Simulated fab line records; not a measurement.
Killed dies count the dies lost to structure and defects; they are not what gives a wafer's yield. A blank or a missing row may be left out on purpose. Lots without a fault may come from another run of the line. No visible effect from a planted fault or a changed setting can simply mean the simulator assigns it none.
fab line records ; flow sfq-line
record: lots: 6; wafers: 18; last-day: 81
route steps=325 shown I3@137 M4@148 I4@163 JJ@178 M8@325
lots that met no fault: taken from a fault-free run of the same line
start-h: hours from the record's first day to the start of the lot's first wafer shown ; wait-h: hours from the lot's prior step to this one ; " unchanged from the row above ; L1.1+2: one row covering several wafers at once ; - either no value or no given start ; * or withheld: withheld ; < > ~ a bound
route shown NAME@n: NAME is a module with steps in the file, n the number in the route of the first one ; usual: the fault-free wafers' mean and standard deviation ; same: alike in all rows ; chamber/n: place in a boat ; sites: each site's reading ; _std_site: standard deviation of those values ; _edge_site: outer sites' mean less inner sites' ; radius-mm: for every site, how far away it sits from the centre of the wafer ; mask NAME#n: copy n ; behind: the most recent tool/chamber to have shaped the wafer ; hold: what put the lot on hold/how long, in hours/how the hold closed ; device: whichever transistor did not switch (one of n, p or np) ; end of line: tests of these same wafers at the route's end ; where a step has no rows: the recipe by itself ; killed: dies that structure and defects cost at the first sort, which is not the same as the wafer's yield ; map: per-die view of a wafer (x killed, . not killed, _ where there is no die)
set.NAME: setting as actually run; set.NAME@STEP: the setting as run at that earlier step ; model.NAME: the simulator's own value behind a step, which no gauge read
a table for each step, a row for each wafer; lots at some steps of the route
services: from which hour (start-h, from the record's first day; less than 0 if before it) a tool's chamber was out of use, for how many hours, and why
== steps ==
step: SFQ_TRILAYER_I3_VIA_LITHO_COAT_090
recipe: resist: BARC; spin-rpm: 3000; resist-thk-nm: 62
step: SFQ_TRILAYER_I3_VIA_LITHO_COAT_085
recipe: resist: KrF; spin-rpm: 3000; resist-thk-nm: 650
step: SFQ_TRILAYER_I3_VIA_LITHO_SOFTBAKE_089
recipe: temp-c: withheld; time-s: withheld; resist: KrF
step: SFQ_TRILAYER_I3_VIA_LITHO_EXPOSE_086
recipe: mask-id: I3; na: 0.6; source-shape: conventional; sigma-outer: 0.65; target-cd-nm: 500; dose-mj: 21.3
step: SFQ_TRILAYER_I3_VIA_LITHO_PEB_088
recipe: peb-temp-c: 115; peb-time-s: 60; resist: KrF
step: SFQ_TRILAYER_I3_VIA_LITHO_DEVELOP_087
recipe: time-s: 60; resist: KrF
step: SFQ_I3_OVL_MEAS_923
usual: I3_OVL: -1/5.4
lot.wafer;tool;chamber;start-h;wait-h;I3_OVL[nm]
L555.1;overlay-01;-;1033.07;0.1;-1
L555.2;overlay-01;-;1033.07;0.1;-5
L555.4;overlay-01;-;1033.07;0.1;-4
L557.3;overlay-01;-;1057.09;0.1;-8
L557.4;overlay-01;-;1057.09;0.1;-9
L557.6;overlay-01;-;1057.09;0.1;-11
L567.1;overlay-01;-;1127.62;0.1;-1
L567.2;overlay-01;-;1127.62;0.1;6
L567.3;overlay-01;-;1127.62;0.1;-5
L569.3;overlay-02;-;1138.44;0.1;0
L569.5;overlay-02;-;1138.44;0.1;1
L569.6;overlay-02;-;1138.44;0.1;-7
L573.1;overlay-02;-;1207.45;0.1;5
L573.2;overlay-02;-;1207.45;0.1;1
L573.4;overlay-02;-;1207.45;0.1;2
L574.1;overlay-02;-;1215.41;0.1;8
L574.4;overlay-02;-;1215.41;0.1;10
L574.5;overlay-02;-;1215.41;0.1;6
step: SFQ_TRILAYER_I3_VIA_BARC_OPEN_VIA_ETCH_121
recipe: mask-material: PR; chemistry: O2; target-depth-nm: 125; target: BARC; source-w: 500; bias-w: 80; pressure-mtorr: 30; time-s: 41.7
usual: bias-w: 80.00/0.26; chamber-pressure-mTorr: 30.000/0.029; drypump-motor-current-A: 5.7/0.51; oes-product-au: 0.685/0.0052; rf-fwd-power-W: 494.8/2
lot.wafer;tool;chamber;start-h;wait-h;bias-w;chamber-pressure-mTorr;drypump-motor-current-A;oes-product-au;rf-fwd-power-W;rf-hours-counter-h
L555.1;rie-diel-01;2;1033.11;0.0;79.96;29.980;5.5;0.688;496.1;4
L555.2;rie-diel-01;3;1033.11;0.0;80.27;29.962;4.8;0.691;496.1;24
L555.4;rie-diel-01;1;1033.11;0.0;80.23;30.017;5.9;0.680;495.0;-
L557.3;rie-diel-02;0;1057.11;0.0;80.10;30.003;5.9;0.691;494.1;5
L557.4;rie-diel-02;3;1057.11;0.0;79.77;29.958;5.4;0.688;497.7;12
L557.6;rie-diel-02;2;1057.11;0.0;80.16;30.017;5.5;0.685;494.4;-
L567.1;rie-diel-03;2;1127.66;0.0;80.21;29.995;5.7;0.693;497.5;7
L567.2;rie-diel-03;1;1127.66;0.0;80.06;29.974;6.4;0.681;491.7;15
L567.3;rie-diel-03;0;1127.66;0.0;79.87;30.026;5.3;0.687;494.3;18
L569.3;rie-diel-01;0;1138.46;0.0;79.95;29.989;4.8;0.690;495.2;11
L569.5;rie-diel-01;2;1138.46;0.0;79.85;29.994;5.6;0.688;494.2;-
L569.6;rie-diel-01;1;1138.46;0.0;80.11;29.984;5.9;0.683;497.3;-
L573.1;rie-diel-03;0;1207.49;0.0;79.74;29.971;5.3;0.684;493.3;19
L573.2;rie-diel-03;2;1207.49;0.0;80.38;29.993;5.7;0.693;496.1;8
L573.4;rie-diel-03;1;1207.49;0.0;80.66;29.959;6.4;0.680;495.7;16
L574.1;rie-diel-03;1;1215.44;0.0;80.45;30.009;6.4;0.685;493.5;16
L574.4;rie-diel-03;0;1215.44;0.0;79.64;29.980;5.3;0.685;494.0;20
L574.5;rie-diel-03;1;1215.44;0.0;79.96;29.999;6.4;0.691;492.6;-
step: SFQ_TRILAYER_I3_VIA_ETCH_VIA_ETCH_088
recipe: target: SiO2; stop-on: Nb; mask-material: PR; taper-deg: 20; chemistry: CHF3; target-depth-nm: 260; source-w: 500; bias-w: 80; pressure-mtorr: 30; time-s: withheld
step: SFQ_TRILAYER_I3_VIA_STRIP_STRIP_089
recipe: gas: O2; power-w: 200; platen-temp-c: 40; overash-fraction: 0.65; chemistry: O2; pressure-mtorr: 50
step: SFQ_TRILAYER_I3_VIA_STRIP_SOLV_CLEAN_090
recipe: chemistry: NMP; temp-c: 70; time-s: 600
step: SFQ_TRILAYER_M4_DEP_PRE_CLEAN_092
recipe: gas: Ar; time-s: 22.5; bias-v: 250
step: SFQ_TRILAYER_M4_DEP_SPUTTER_091
recipe: material: Nb; base-pressure-pa: 1.33e-06; chamber-pressure-pa: 0.1333; substrate-temp-c: 20; resputter-cathode-voltage-v: 400; target-thk-nm: 200; power-w: 2000; time-s: 133.3
usual: chamber-pressure-pa: 0.13332/0.00027; throttle-valve-pct: 30.2/0.53
lot.wafer;tool;chamber;start-h;wait-h;chamber-pressure-pa;throttle-valve-pct;model.Nb_of_TRILAYER_M4_DEP_SPUTTER_091.thk-nm
L555.1;pvd-sputter-06;-;1034.07;0.0;0.13314;28.8;202.9
L555.2;pvd-sputter-06;-;1034.07;0.0;0.13368;30.4;204.7
L555.4;pvd-sputter-06;-;1034.07;0.0;0.13316;30.6;206.7
L557.3;pvd-sputter-05;-;1058.07;0.0;0.1333;30.0;198.9
L557.4;pvd-sputter-05;-;1058.07;0.0;0.13304;30.3;198.3
L557.6;pvd-sputter-05;-;1058.07;0.0;0.13294;30.3;199.2
L567.1;pvd-sputter-06;-;1129.23;0.0;0.13297;30.4;202.6
L567.2;pvd-sputter-06;-;1129.23;0.0;0.13355;28.6;199.3
L567.3;pvd-sputter-06;-;1129.23;0.0;0.13343;29.6;138.6
L569.3;pvd-sputter-06;-;1139.42;0.0;0.13321;29.5;139.3
L569.5;pvd-sputter-06;-;1139.42;0.0;0.1334;30.3;202.2
L569.6;pvd-sputter-06;-;1139.42;0.0;0.13295;30.3;199.9
L573.1;pvd-sputter-05;-;1208.45;0.0;0.13372;31.2;199.9
L573.2;pvd-sputter-05;-;1208.45;0.0;0.13365;30.1;198.1
L573.4;pvd-sputter-05;-;1208.45;0.0;0.13397;30.0;203
L574.1;pvd-sputter-05;-;1216.40;0.0;0.13365;30.1;199.7
L574.4;pvd-sputter-05;-;1216.40;0.0;0.13338;30.0;198.1
L574.5;pvd-sputter-05;-;1216.40;0.0;0.13389;30.3;200.9
step: SFQ_M4_RS_MEAS_924
recipe: thk-meas-gauge: four-point-probe; reads: Nb_of_TRILAYER_M4_DEP_SPUTTER_091
usual: M4_NB_RS: 0.889/0.011
lot.wafer;tool;chamber;start-h;wait-h;M4_NB_RS[ohm/sq]
L555.1;film-metro-01;-;1034.16;0.0;0.878
L555.2;film-metro-01;-;1034.16;0.0;0.870
L555.4;film-metro-01;-;1034.16;0.0;0.861
L557.3;film-metro-02;-;1058.20;0.1;0.892
L557.4;film-metro-02;-;1058.20;0.1;0.898
L557.6;film-metro-02;-;1058.20;0.1;0.890
L567.1;film-metro-02;-;1129.32;0.0;0.876
L567.2;film-metro-02;-;1129.32;0.0;0.892
L567.3;film-metro-02;-;1129.32;0.0;1.288
L569.3;film-metro-01;-;1139.55;0.1;1.284
L569.5;film-metro-01;-;1139.55;0.1;0.882
L569.6;film-metro-01;-;1139.55;0.1;0.889
L573.1;film-metro-01;-;1208.54;0.0;0.891
L573.2;film-metro-01;-;1208.54;0.0;0.898
L573.4;film-metro-01;-;1208.54;0.0;0.878
L574.1;film-metro-04;-;1216.49;0.0;0.890
L574.4;film-metro-04;-;1216.49;0.0;0.900
L574.5;film-metro-04;-;1216.49;0.0;0.886
step: SFQ_TRILAYER_M4_LITHO_COAT_098
recipe: resist: BARC; spin-rpm: 3000; resist-thk-nm: 62
step: SFQ_TRILAYER_M4_LITHO_COAT_093
recipe: resist: KrF; spin-rpm: 3000; resist-thk-nm: 600
step: SFQ_TRILAYER_M4_LITHO_SOFTBAKE_097
recipe: temp-c: withheld; time-s: withheld; resist: KrF
step: SFQ_TRILAYER_M4_LITHO_EXPOSE_094
recipe: mask-id: M4; na: 0.6; source-shape: conventional; sigma-outer: 0.65; target-cd-nm: 500; dose-mj: 14.4
step: SFQ_TRILAYER_M4_LITHO_PEB_096
recipe: peb-temp-c: 115; peb-time-s: 60; resist: KrF
step: SFQ_TRILAYER_M4_LITHO_DEVELOP_095
recipe: time-s: 60; resist: KrF
step: SFQ_M4_OVL_MEAS_926
usual: M4_OVL: -2/4.8
lot.wafer;tool;chamber;start-h;wait-h;M4_OVL[nm]
L555.1;overlay-01;-;1146.82;0.1;-1
L555.2;overlay-01;-;1146.82;0.1;1
L555.4;overlay-01;-;1146.82;0.1;3
L557.3;overlay-02;-;1163.64;0.1;-1
L557.4;overlay-02;-;1163.64;0.1;-2
L557.6;overlay-02;-;1163.64;0.1;2
L567.1;overlay-01;-;1233.13;0.1;-4
L567.2;overlay-01;-;1233.13;0.1;-7
L567.3;overlay-01;-;1233.13;0.1;-8
L569.3;overlay-02;-;1246.34;0.1;4
L569.5;overlay-02;-;1246.34;0.1;12
L569.6;overlay-02;-;1246.34;0.1;8
L573.1;overlay-02;-;1314.34;0.1;-13
L573.2;overlay-02;-;1314.34;0.1;-10
L573.4;overlay-02;-;1314.34;0.1;-5
L574.1;overlay-01;-;1323.94;0.1;-7
L574.4;overlay-01;-;1323.94;0.1;-5
L574.5;overlay-01;-;1323.94;0.1;-6
step: SFQ_TRILAYER_M4_BARC_OPEN_METAL_ETCH_123
recipe: mask-material: PR; chemistry: O2; target-depth-nm: 125; target: BARC; icp-w: 600; bias-w: 80; pressure-mtorr: 10; time-s: 41.7
usual: bias-w: 80.02/0.24; chamber-pressure-mTorr: 9.999/0.009; drypump-motor-current-A: 6.0/0.38; oes-product-au: 0.685/0.0046; rf-fwd-power-W: 593.7/2.3
lot.wafer;tool;chamber;start-h;wait-h;bias-w;chamber-pressure-mTorr;drypump-motor-current-A;oes-product-au;rf-fwd-power-W;rf-hours-counter-h
L555.1;rie-metal-03;0;1146.86;0.0;80.23;10.002;5.7;0.689;596.5;142
L555.2;rie-metal-03;1;1146.86;0.0;79.82;10.001;6.3;0.685;595.7;129
L555.4;rie-metal-03;1;1146.86;0.0;79.57;9.980;6.3;0.682;596.7;-
L557.3;rie-metal-04;0;1163.68;0.0;79.76;10.005;5.2;0.684;594.2;-
L557.4;rie-metal-04;1;1163.68;0.0;80.14;9.988;5.9;0.683;591.7;-
L557.6;rie-metal-04;1;1163.68;0.0;79.81;9.988;5.8;0.694;591.2;-
L567.1;rie-metal-03;0;1233.16;0.0;80.17;10.003;5.7;0.683;594.5;12
L567.2;rie-metal-03;0;1233.16;0.0;80.19;9.998;5.7;0.687;594.3;-
L567.3;rie-metal-03;0;1233.16;0.0;80.13;9.985;5.7;0.689;594.9;-
L569.3;rie-metal-02;0;1246.40;0.1;80.36;10.001;6.4;0.691;596.2;-
L569.5;rie-metal-02;0;1246.40;0.1;79.95;10.007;6.4;0.682;594.9;-
L569.6;rie-metal-02;0;1246.40;0.1;80.20;9.998;6.4;0.688;596.8;-
L573.1;rie-metal-02;0;1314.37;0.0;79.74;10.002;6.4;0.688;594.7;81
L573.2;rie-metal-02;1;1314.37;0.0;79.96;10.006;6.2;0.682;591.9;7
L573.4;rie-metal-02;0;1314.37;0.0;80.03;10.001;6.4;0.679;593.6;-
L574.1;rie-metal-04;0;1323.97;0.0;80.12;9.993;5.3;0.686;591.5;115
L574.4;rie-metal-04;0;1323.97;0.0;80.31;9.985;5.3;0.687;591.8;-
L574.5;rie-metal-04;1;1323.97;0.0;80.46;10.000;5.8;0.681;591.3;-
step: SFQ_TRILAYER_M4_ETCH_METAL_ETCH_096
recipe: target: Nb; stop-on: SiO2; mask-material: PR; chemistry: Cl2/Ar; target-depth-nm: 240; icp-w: 600; bias-w: 80; pressure-mtorr: 10; time-s: 120
usual: bias-w: 79.99/0.21; chamber-pressure-mTorr: 10.001/0.0085; drypump-motor-current-A: 6.0/0.38; oes-product-au: 0.894/0.008; rf-fwd-power-W: 596.7/2.1
lot.wafer;tool;chamber;start-h;wait-h;bias-w;chamber-pressure-mTorr;drypump-motor-current-A;oes-product-au;rf-fwd-power-W;rf-hours-counter-h
L555.1;rie-metal-03;0;1146.92;0.0;79.78;9.995;5.7;0.905;594.5;142
L555.2;rie-metal-03;1;1146.92;0.0;80.14;9.998;6.3;0.915;600.1;130
L555.4;rie-metal-03;1;1146.92;0.0;80.52;10.008;6.3;0.905;592.6;-
L557.3;rie-metal-04;0;1163.76;0.1;79.79;10.000;5.2;0.882;596.6;-
L557.4;rie-metal-04;1;1163.76;0.1;79.71;10.013;5.8;0.885;595.2;-
L557.6;rie-metal-04;1;1163.76;0.1;79.82;10.004;5.9;0.883;592.6;-
L567.1;rie-metal-03;0;1233.28;0.1;80.15;10.006;5.8;0.903;596.2;12
L567.2;rie-metal-03;0;1233.28;0.1;80.04;9.994;5.8;0.905;594.0;-
L567.3;rie-metal-03;0;1233.28;0.1;80.20;9.996;5.7;0.738;595.3;-
L569.3;rie-metal-02;0;1246.56;0.1;79.59;9.989;6.4;0.742;597.7;-
L569.5;rie-metal-02;0;1246.56;0.1;79.68;10.000;6.4;0.898;598.7;-
L569.6;rie-metal-02;0;1246.56;0.1;79.37;10.008;6.4;0.895;597.5;-
L573.1;rie-metal-02;0;1314.43;0.0;80.28;10.005;6.4;0.890;597.9;81
L573.2;rie-metal-02;1;1314.43;0.0;80.15;9.995;6.2;0.893;595.3;7
L573.4;rie-metal-02;0;1314.43;0.0;80.06;10.000;6.4;0.896;598.3;-
L574.1;rie-metal-04;0;1324.03;0.0;79.89;10.002;5.2;0.888;600.3;115
L574.4;rie-metal-04;0;1324.03;0.0;79.79;10.009;5.3;0.890;600.6;-
L574.5;rie-metal-04;1;1324.03;0.0;80.47;10.017;5.9;0.897;597.0;-
step: SFQ_TRILAYER_M4_STRIP_STRIP_097
recipe: gas: O2; power-w: 200; platen-temp-c: 40; overash-fraction: 0.65; chemistry: O2; pressure-mtorr: 50
usual: chamber-pressure-mTorr: 49.99/0.047; drypump-motor-current-A: 6.0/0.38; oes-product-au: 1.001/0.01
lot.wafer;tool;chamber;start-h;wait-h;chamber-pressure-mTorr;drypump-motor-current-A;oes-product-au;rf-hours-counter-h
L555.1;rie-metal-03;0;1147.05;0.1;49.95;5.7;1.018;142
L555.2;rie-metal-03;1;1147.05;0.1;49.94;6.3;1.005;130
L555.4;rie-metal-03;1;1147.05;0.1;49.98;6.3;0.998;-
L557.3;rie-metal-04;0;1164.05;0.2;49.99;5.3;1.013;-
L557.4;rie-metal-04;1;1164.05;0.2;50.00;5.8;1.016;-
L557.6;rie-metal-04;1;1164.05;0.2;49.98;5.8;1.014;-
L567.1;rie-metal-03;0;1233.53;0.2;49.98;5.7;1.008;13
L567.2;rie-metal-03;0;1233.53;0.2;50.00;5.7;1.009;-
L567.3;rie-metal-03;0;1233.53;0.2;49.99;5.7;1.005;-
L569.3;rie-metal-02;0;1247.13;0.5;50.06;6.4;0.997;-
L569.5;rie-metal-02;0;1247.13;0.5;49.99;6.4;0.997;-
L569.6;rie-metal-02;0;1247.13;0.5;49.92;6.4;0.987;-
L573.1;rie-metal-02;0;1314.56;0.1;50.02;6.4;0.998;81
L573.2;rie-metal-02;1;1314.56;0.1;50.10;6.2;0.999;7
L573.4;rie-metal-02;0;1314.56;0.1;50.01;6.4;0.982;-
L574.1;rie-metal-04;0;1324.16;0.1;50.05;5.3;1.006;115
L574.4;rie-metal-04;0;1324.16;0.1;49.96;5.3;1.013;-
L574.5;rie-metal-04;1;1324.16;0.1;49.99;5.9;1.011;-
step: SFQ_TRILAYER_M4_STRIP_SOLV_CLEAN_098
recipe: chemistry: NMP; temp-c: 70; time-s: 600
step: SFQ_TRILAYER_I4_DEP_PECVD_099
recipe: material: SiO2; temp-c: 150; time-s: 111.11; pressure-torr: 2.4; rf-w: 183.3; precursor: SiH4/N2O; target-thk-nm: 500
usual: heater-power-w: 80/17; rf-fwd-power-W: 182.4/0.64; throttle-valve-pct: 25.3/2.1
lot.wafer;tool;chamber;start-h;wait-h;heater-power-w;rf-fwd-power-W;throttle-valve-pct
L555.1;pecvd-02;0;1147.82;0.0;68;182.4;25.2
L555.2;pecvd-02;2;1147.82;0.0;46;182.9;25.8
L555.4;pecvd-02;0;1147.82;0.0;70;181.5;25.4
L557.3;pecvd-03;2;1164.62;0.0;93;181.8;22.5
L557.4;pecvd-03;1;1164.62;0.0;89;182.9;22.8
L557.6;pecvd-03;0;1164.62;0.0;75;182.0;23.7
L567.1;pecvd-03;0;1234.91;0.0;79;182.6;23.9
L567.2;pecvd-03;1;1234.91;0.0;90;182.3;22.8
L567.3;pecvd-03;2;1234.91;0.0;101;183.1;22.5
L569.3;pecvd-02;2;1248.11;0.0;43;182.7;25.8
L569.5;pecvd-02;2;1248.11;0.0;47;181.5;25.8
L569.6;pecvd-02;1;1248.11;0.0;105;182.4;29.7
L573.1;pecvd-02;2;1315.33;0.0;48;183.9;25.9
L573.2;pecvd-02;0;1315.33;0.0;69;182.3;25.3
L573.4;pecvd-02;0;1315.33;0.0;70;182.5;25.4
L574.1;pecvd-02;1;1324.93;0.0;110;181.8;29.7
L574.4;pecvd-02;0;1324.93;0.0;68;181.5;25.8
L574.5;pecvd-02;2;1324.93;0.0;47;181.9;26.2
step: SFQ_TRILAYER_I4_CMP_CMP_100
recipe: material: SiO2; down-force-psi: 3; platen-rpm: 60; pad-velocity-m-s: 0.94248
step: SFQ_I4_BOW_MEAS_927
recipe: mode: bow
usual: I4_BOW: 2/9.4
lot.wafer;tool;chamber;start-h;wait-h;I4_BOW[um]
L555.1;film-metro-04;-;1165.83;1.0;6
L555.2;film-metro-04;-;1165.83;1.0;-11
L555.4;film-metro-04;-;1165.83;1.0;-2
L557.3;film-metro-03;-;1181.85;2.5;-7
L557.4;film-metro-03;-;1181.85;2.5;-8
L557.6;film-metro-03;-;1181.85;2.5;-11
L567.1;film-metro-03;-;1241.81;1.5;-1
L567.2;film-metro-03;-;1241.81;1.5;-4
L567.3;film-metro-03;-;1241.81;1.5;9
L569.3;film-metro-04;-;1254.92;1.5;1
L569.5;film-metro-04;-;1254.92;1.5;13
L569.6;film-metro-04;-;1254.92;1.5;1
L573.1;film-metro-02;-;1318.91;1.0;6
L573.2;film-metro-02;-;1318.91;1.0;-2
L573.4;film-metro-02;-;1318.91;1.0;-5
L574.1;film-metro-02;-;1331.28;2.5;-5
L574.4;film-metro-02;-;1331.28;2.5;-1
L574.5;film-metro-02;-;1331.28;2.5;-7
step: SFQ_TRILAYER_I4_METRO_MEASURE_101
usual: thk-nm: 199.7/1
lot.wafer;tool;chamber;start-h;wait-h;thk-nm
L555.1;film-metro-04;-;1165.95;0.1;200.6
L555.2;film-metro-04;-;1165.95;0.1;201.2
L555.4;film-metro-04;-;1165.95;0.1;197.7
L557.3;film-metro-03;-;1182.33;0.5;200.5
L557.4;film-metro-03;-;1182.33;0.5;201.1
L557.6;film-metro-03;-;1182.33;0.5;202.0
L567.1;film-metro-03;-;1241.93;0.1;200.5
L567.2;film-metro-03;-;1241.93;0.1;198.5
L567.3;film-metro-03;-;1241.93;0.1;199.8
L569.3;film-metro-04;-;1255.40;0.5;200.2
L569.5;film-metro-04;-;1255.40;0.5;199.2
L569.6;film-metro-04;-;1255.40;0.5;200.3
L573.1;film-metro-02;-;1319.03;0.1;198.9
L573.2;film-metro-02;-;1319.03;0.1;198.9
L573.4;film-metro-02;-;1319.03;0.1;201.5
L574.1;film-metro-02;-;1331.40;0.1;201.2
L574.4;film-metro-02;-;1331.40;0.1;201.3
L574.5;film-metro-02;-;1331.40;0.1;199.7
step: SFQ_TRILAYER_I4_VIA_LITHO_COAT_108
recipe: resist: BARC; spin-rpm: 3000; resist-thk-nm: 62
step: SFQ_TRILAYER_I4_VIA_LITHO_COAT_103
recipe: resist: KrF; spin-rpm: 3000; resist-thk-nm: 650
step: SFQ_TRILAYER_I4_VIA_LITHO_SOFTBAKE_107
recipe: temp-c: withheld; time-s: withheld; resist: KrF
step: SFQ_TRILAYER_I4_VIA_LITHO_EXPOSE_104
recipe: mask-id: I4; na: 0.6; source-shape: conventional; sigma-outer: 0.65; target-cd-nm: 700; dose-mj: 21.3
step: SFQ_TRILAYER_I4_VIA_LITHO_PEB_106
recipe: peb-temp-c: 115; peb-time-s: 60; resist: KrF
step: SFQ_TRILAYER_I4_VIA_LITHO_DEVELOP_105
recipe: time-s: 60; resist: KrF
step: SFQ_I4_OVL_MEAS_928
usual: I4_OVL: 0/6.1
lot.wafer;tool;chamber;start-h;wait-h;I4_OVL[nm]
L555.1;overlay-01;-;1171.93;0.1;2
L555.2;overlay-01;-;1171.93;0.1;2
L555.4;overlay-01;-;1171.93;0.1;3
L557.3;overlay-02;-;1283.15;0.1;-6
L557.4;overlay-02;-;1283.15;0.1;-11
L557.6;overlay-02;-;1283.15;0.1;-6
L567.1;overlay-02;-;1352.74;0.1;3
L567.2;overlay-02;-;1352.74;0.1;-8
L567.3;overlay-02;-;1352.74;0.1;-5
L569.3;overlay-01;-;1372.14;0.1;8
L569.5;overlay-01;-;1372.14;0.1;7
L569.6;overlay-01;-;1372.14;0.1;2
L573.1;overlay-02;-;1431.02;0.1;-3
L573.2;overlay-02;-;1431.02;0.1;-1
L573.4;overlay-02;-;1431.02;0.1;0
L574.1;overlay-02;-;1434.62;0.1;1
L574.4;overlay-02;-;1434.62;0.1;6
L574.5;overlay-02;-;1434.62;0.1;0
step: SFQ_TRILAYER_I4_VIA_BARC_OPEN_VIA_ETCH_146
recipe: mask-material: PR; chemistry: O2; target-depth-nm: 125; target: BARC; source-w: 500; bias-w: 80; pressure-mtorr: 30; time-s: 41.7
step: SFQ_TRILAYER_I4_VIA_ETCH_VIA_ETCH_106
recipe: target: SiO2; stop-on: Nb; mask-material: PR; taper-deg: 20; chemistry: CHF3; target-depth-nm: 260; source-w: 500; bias-w: 80; pressure-mtorr: 30; time-s: withheld
step: SFQ_TRILAYER_I4_VIA_STRIP_STRIP_107
recipe: gas: O2; power-w: 200; platen-temp-c: 40; overash-fraction: 0.65; chemistry: O2; pressure-mtorr: 50
step: SFQ_TRILAYER_I4_VIA_STRIP_SOLV_CLEAN_108
recipe: chemistry: NMP; temp-c: 70; time-s: 600
step: SFQ_TRILAYER_JJ_TRILAYER_DEP_PRE_CLEAN_113
recipe: gas: Ar; time-s: 22.5; bias-v: 250
step: SFQ_M8_BOW_MEAS_951
recipe: mode: bow
usual: M8_BOW: 6/12
lot.wafer;tool;chamber;start-h;wait-h;M8_BOW[um];model.etest.m4.ohm-um;model.etest.i3.link-ohm;model.etest.i4.link-ohm;model.etest.m4.ohm-sq
L555.1;film-metro-04;-;1842.63;0.0;8;1.737;1.955;2.154;0.8765
L555.2;film-metro-04;-;1842.63;0.0;-9;1.742;1.946;2.154;0.869
L555.4;film-metro-04;-;1842.63;0.0;-1;1.726;1.921;2.132;0.8606
L557.3;film-metro-03;-;1848.67;0.0;3;1.798;1.973;2.18;0.894
L557.4;film-metro-03;-;1848.67;0.0;3;1.788;1.964;2.195;0.897
L557.6;film-metro-03;-;1848.67;0.0;-2;1.786;1.968;2.16;0.8928
L567.1;film-metro-02;-;1909.45;0.0;9;1.752;1.953;2.164;0.8777
L567.2;film-metro-02;-;1909.45;0.0;6;1.778;1.968;2.189;0.8926
L567.3;film-metro-02;-;1909.45;0.0;18;2.562;2.448;2.583;1.283
L569.3;film-metro-04;-;1932.94;0.0;-10;2.559;2.434;2.551;1.277
L569.5;film-metro-04;-;1932.94;0.0;2;1.755;1.961;2.145;0.8798
L569.6;film-metro-04;-;1932.94;0.0;-9;1.783;1.962;2.161;0.8896
L573.1;film-metro-03;-;1948.50;0.0;4;1.774;1.965;2.167;0.8896
L573.2;film-metro-03;-;1948.50;0.0;-5;1.797;1.977;2.163;0.898
L573.4;film-metro-03;-;1948.50;0.0;-8;1.745;1.947;2.16;0.8763
L574.1;film-metro-04;-;1952.10;0.0;-6;1.778;1.974;2.145;0.8906
L574.4;film-metro-04;-;1952.10;0.0;1;1.797;1.982;2.182;0.8976
L574.5;film-metro-04;-;1952.10;0.0;-7;1.772;1.957;2.169;0.8853
== services ==
tool;chamber;start-h;hours;kind
rie-diel-01;-;1020.13;0.4;repair
rie-diel-01;3;1020.50;3.5;repair
rie-diel-03;0;1023.88;4.0;repair
rie-diel-03;1;1027.34;47.1;repair
rie-diel-01;0;1029.18;5.4;repair
film-metro-03;-;1041.08;6.8;pm
rie-diel-01;-;1044.17;0.3;repair
pvd-sputter-06;-;1048.81;4.6;repair
pecvd-03;1;1049.39;20.2;repair
pvd-sputter-05;-;1061.17;1.5;repair
rie-metal-04;0;1063.51;11.8;repair
film-metro-03;-;1078.32;1.5;pm
pvd-sputter-06;-;1089.19;2.5;repair
rie-diel-03;3;1132.68;1.3;repair
pvd-sputter-05;-;1139.89;2.8;repair
rie-metal-02;-;1191.53;2.8;pm
rie-metal-02;-;1209.95;1.0;repair
pvd-sputter-06;-;1246.73;5.2;repair
rie-diel-03;2;1283.22;6.9;repair
pecvd-02;-;1286.00;14.5;repair
pvd-sputter-05;-;1290.08;0.6;repair
rie-diel-03;0;1297.91;7.6;repair
pecvd-02;2;1301.81;6.2;repair
rie-diel-03;1;1326.58;6.2;repair
== key ==
first-sign: step: SFQ_M4_RS_MEAS_924; reading: M4_NB_RS; direction: up; sigmas: 36; usual: 0.889; struck: 1.286
effect: step: SFQ_TRILAYER_M4_ETCH_METAL_ETCH_096; reading: oes-product-au; direction: down; sigmas: 19; usual: 0.894; struck: 0.740
model-effect: step: SFQ_TRILAYER_M4_DEP_SPUTTER_091; value: Nb_of_TRILAYER_M4_DEP_SPUTTER_091.thk-nm; without: 196.7; struck: 139
model-effect: step: SFQ_M8_BOW_MEAS_951; value: etest.m4.ohm-um; without: 1.809; struck: 2.56
met-at SFQ_TRILAYER_M4_DEP_SPUTTER_091
struck-wafers L567.3,L569.3
fault: kind: process-parameter-drift; tool: pvd-sputter-06; chamber: -; onset-h: 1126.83; steps: SFQ_TRILAYER_M4_DEP_SPUTTER_091; channel: target-thk-nm; offset: -57.706; shape: step; end-h: 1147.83; acts-in: these-recipes-only; stated: 200; scope: struck-wafers-only
